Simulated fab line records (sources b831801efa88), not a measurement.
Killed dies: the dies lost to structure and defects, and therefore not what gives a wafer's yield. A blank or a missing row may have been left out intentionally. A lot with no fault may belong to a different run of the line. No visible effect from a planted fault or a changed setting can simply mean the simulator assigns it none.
Code-filled problem report in 8D (eight disciplines) form + flow gf180mcu + the parts of the form that need people (team, actions taken, sign-off) are left out

1. THE PROBLEM
Wafers without a fault read 131.3 s, standard deviation 0.48; runLengthS at GF_STI_ETCH_14 reads a mean of 88.0 s on 3 wafers belonging to 2 lots. That puts it -90 standard deviations away from the usual mean.
The step: etches Si in HBr/Cl2/O2, target depth 360 nm, time 102.9 s.
Seen first at day 5 12:10 on rieSi-01, wafer L181.1. Wafers with a number at this step in the record: 37, from 13 lots. By rule, "out" or "out of limits" means more than 4 standard deviations away from the usual mean. All remaining wafers that have a number are taken as sound.

2. WHAT THIS IS AND IS NOT
| question                    | is                     | is not                                                              |
|-----------------------------|------------------------|---------------------------------------------------------------------|
| which readings at this step | runLengthS             | HBr_flow_sccm, drypumpMotorCurrentA, oesProductAu, throttleValvePct |
| which lots                  | L181, L184             | L165, L166, L167, L168, L169, L170, L171, L172, L173, L174, L188    |
| which wafers of those lots  | L181.1, L184.1, L184.4 | L181.5                                                              |
| read on which tools         | rieSi-01               | rieSi-02                                                            |
| when                        | from day 5 12:10       | up to then (31 sound wafers); but 3 sound wafers of L188 came after |

3. THE SUSPECTS, EACH WITH WHAT RULES IT OUT
Counting: a tool at a process step up to the reading stays a suspect if it ran every lot that is out. Sound lots after the first of them don't rule it out here, since some wafers of a struck lot are sound.
- rieSi-01 at GF_STI_ETCH_14 (etches Si in HBr/Cl2/O2, target depth 360 nm, time 102.9 s): kept. It processed each lot that is out (first: L181, day 5 12:10); up to then, its last sound lot is L172 (day 3 14:25). Out on those wafers are its own readings of runLengthS.
- Within rieSi-01 at GF_STI_ETCH_14: the wafers that are out ran in chambers 0, 1, 2; their sound lot-mates ran in chamber 3.
After counting, what remains is rieSi-01 at GF_STI_ETCH_14.

4. THE CAUSE (what the simulator had put in)
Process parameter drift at GF_STI_ETCH_14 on rieSi-01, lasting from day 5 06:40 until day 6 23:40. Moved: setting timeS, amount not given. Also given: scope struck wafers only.
Counting left only this tool.

5. THE EFFECT CHAIN, in route order
One row per reading whose mean, taken over the struck wafers that have a number, lies over 3 standard deviations from the usual. Scope: only readings with a usual standard deviation given in the record; hours: median across lots of the time from each lot's start at the first step in this table that gives one to its start at this step; sigmas: change in usual standard deviations.
| hours | step            | reading              | usual      | on struck wafers | change | sigmas |
|-------|-----------------|----------------------|------------|------------------|--------|--------|
| 0     | GF_STI_ETCH_14  | runLengthS           | 131.3 s    | 88.0             | -43.3  | -90    |
| 0     | GF_STI_STRIP_15 | oesProductAu         | 0.384 a.u. | 0.407            | +0.023 | +4.8   |
| 0     | GF_STI_STRIP_15 | stripTimeToEndpointS | 3.74 s     | 4.27             | +0.53  | +14    |
The process steps in it:
- GF_STI_ETCH_14: etches Si in HBr/Cl2/O2, target depth 360 nm, time 102.9 s.
- GF_STI_STRIP_15: strips in O2/N2.
Later steps that measure or inspect, where all struck wafers having a row at the step show a number for every such reading and not one has moved that far: GF_NWELL_TW_MEAS_11.

6. HOW IT WOULD HAVE BEEN CAUGHT EARLIER
First out-of-limits reading in this record: day 5 12:10, which is 6 hours after fault onset at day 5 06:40.
